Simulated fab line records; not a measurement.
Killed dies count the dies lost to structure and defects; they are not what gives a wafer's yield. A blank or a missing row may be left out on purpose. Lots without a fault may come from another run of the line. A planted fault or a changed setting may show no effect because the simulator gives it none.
A lot that was struck, set against a sound lot ; flow gf180mcu ; 15 out of 602 route steps
Sound: these wafers, L115.3, L115.4, L115.6. Struck: wafers L123.2, L123.6. (L123.1 of the same lot was not struck and is left out.) The cause comes at the end.
Per side, at each step with rows, come the tool, then ch with its chambers, and then its first start. Under that, the readings that differ: sound wafers ; struck wafers ; difference of the means ; sigmas: that difference in standard deviations of wafers without a fault.
alike: readings with means less than 2 such deviations apart, plus words and numbers identical on both sides. not compared: withheld readings, readings lacking a value on some wafer, bounds such as >300 that could conceal the same value, and numbers that have no deviation in the record and whose values overlap.
A row with sigmas, a row that says differs or no value, or rows on one side alone: a step with any of these is where the two part. Numbers that don't overlap but have no deviation are shown without sigmas and don't part them. A reading missing from all wafers of one side parts the sides only when that side holds two or more wafers.

first, 3 steps without rows for these wafers: GF_V3_STRIP_18 (strips in O2/N2); GF_V3_STRIP_19 (strips in post etch residue remover, time 1200 s); GF_V3_CLEAN_20 (cleans in DIW).
GF_V3_SPUTTER_21: material Ti, target thk 15 nm, time 80.02 s.
  sound on pvd sputter-03 at day 23 18:13; struck on pvd sputter-02 at day 26 18:09
  alike: throttle valve pct
then, 1 step without rows for these wafers: GF_V3_SPUTTER_22 (material TiN, target thk 10 nm, time 40 s).
GF_V3_CVD_23: deposits W, target thk 350 nm, time 104.9 s.
  sound on cvd w-01 ch 0,1, day 23 18:22; struck on cvd w-01 ch 0, day 26 18:15
  alike: heater power w
GF_V3_RS_MEAS_24: measures by four-point-probe.
  sound on film metro-04 at day 23 18:28; struck on film metro-01 at day 26 18:22
  alike: V3_W_RS
GF_V3_THK_MEAS_25: measures by xrf.
  sound on film metro-04 at day 23 18:34; struck on film metro-01 at day 26 18:29
  alike: V3_W_THK
GF_V3_CMP_26: polishes, stops on SiO2, t overpolish 15 s, target thk 0 nm.
  sound on cmp-02 ch 0,2,3, day 23 18:40; struck on cmp-01 ch 1,3, day 26 18:32
  alike: motor current A, overpolish run s, time to endpoint s
GF_M4_SPUTTER_00: material Ti, target thk 37.5 nm, time 150 s.
  sound on pvd sputter-04 at day 23 18:55; struck on pvd sputter-01 at day 26 18:50
  alike: throttle valve pct
then, 2 steps without rows for these wafers: GF_M4_SPUTTER_01 (material TiN, target thk 30 nm, time 25 s); GF_M4_SPUTTER_02 (material AlCu, target thk 450 nm, time 23.9 s).
GF_M4_SPUTTER_03: material Ti, target thk 10 nm, time 6.7 s.
  sound on pvd sputter-04 at day 23 19:04; struck on pvd sputter-01 at day 26 19:00
reading;sound;struck;difference;sigmas
model.Ti_of_M4_SPUTTER_03.thk nm (nm);10.26 10.01 10.09;7.955 7.901;-2.192;
  alike: throttle valve pct
GF_M4_SPUTTER_04: material TiN, target thk 50 nm, time 41.7 s.
  sound on pvd sputter-04 at day 23 19:05; struck on pvd sputter-01 at day 26 19:01
  alike: throttle valve pct
GF_PASSIVATION_PROBE_99:
  sound wafers here have rows in the record (prober-02, day 30 04:32); struck ones have none

== WHERE THEY PART ==
GF_PASSIVATION_PROBE_99 only, going by this record.

WHY: whatever the simulator had introduced
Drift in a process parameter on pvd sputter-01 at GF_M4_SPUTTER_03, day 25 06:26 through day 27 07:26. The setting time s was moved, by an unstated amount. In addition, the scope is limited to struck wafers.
